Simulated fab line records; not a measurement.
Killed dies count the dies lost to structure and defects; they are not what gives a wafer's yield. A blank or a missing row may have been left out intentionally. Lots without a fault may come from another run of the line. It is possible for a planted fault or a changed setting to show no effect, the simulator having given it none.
Code-filled problem report in 8D (eight disciplines) form | flow gf180mcu | the parts of the form that need people (team, actions taken, sign-off) are left out

## 1. PROBLEM STATEMENT
Mean of dose_ions_cm2 at GF_HV_LDD_IMPLANT_48: 3e+13 across 9 wafers in 3 lots; on wafers with no fault it is 3e+13 (standard deviation 3.1e+10). So: +99 or more standard deviations from the usual mean.
First seen on wafer L491.1, day 15 11:58, on implanter-03. The record holds 42 wafers of 14 lots with a number at this step. Rule for "out" (also "out of limits"): further than 4 standard deviations from the usual mean. Any other wafer with a number is counted as sound.

## 2. WHAT IT IS AND WHAT IT IS NOT
question                    | is                                | is not
which readings at this step | dose_ions_cm2, faraday_current_uA | -
which lots                  | L491, L492, L493                  | L482, L494, L495, L496, L498, L500, L501, L502, L503, L504, L505
which wafers of those lots  | all that have a number            | -
read on which tools         | implanter-03                      | implanter-02, implanter-04
when                        | from day 15 11:58                 | up to then (3 sound wafers); but 30 sound wafers of L494, L495, L496, L498, L500, L501, L502, L503, L504, L505 came after

## 3. THE SUSPECTS, EACH WITH WHAT RULES IT OUT
Counting: any tool at a process step up to the reading is kept as a suspect provided that every lot that is out went through it and no sound lot did after the first of them.
- implanter-03 at GF_HV_LDD_IMPLANT_48: ruled out as a lasting fault. Following L491 (day 15 11:58), the first lot on it that is out, the sound lots L501 were run on it.
Left after counting: nothing in the record.

## 4. THE CAUSE (what the simulator had put in)
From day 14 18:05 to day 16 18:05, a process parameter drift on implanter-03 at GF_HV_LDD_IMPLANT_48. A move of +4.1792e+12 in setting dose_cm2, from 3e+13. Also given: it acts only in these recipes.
Counting ruled it out, wrongly.

## 5. THE EFFECT CHAIN, in route order
One row per reading whose mean, taken over the struck wafers that have a number, lies over 3 standard deviations from the usual. Scope: only readings with a usual standard deviation given in the record; hours: median across lots of the time from each lot's start at the first step in this table that gives one to its start at this step; sigmas: change in usual standard deviations.
hours | step                 | reading            | usual | on struck wafers | change | sigmas
0     | GF_HV_LDD_IMPLANT_48 | dose_ions_cm2      | 3e+13 | 3e+13            | +4e+12 | +99 or more
0     | GF_HV_LDD_IMPLANT_48 | faraday_current_uA | 169   | 192              | +23    | +6.3
Here are the process steps it includes:
- GF_HV_LDD_IMPLANT_48
Later steps that measure or inspect, where all struck wafers having a row at the step show a number for every such reading and not one has moved that far: GF_NSD_OVL_MEAS_08.

## 6. WHAT WOULD HAVE CAUGHT IT SOONER
First out-of-limits reading in this record: day 15 11:58, which is 18 hours after fault onset at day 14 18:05.
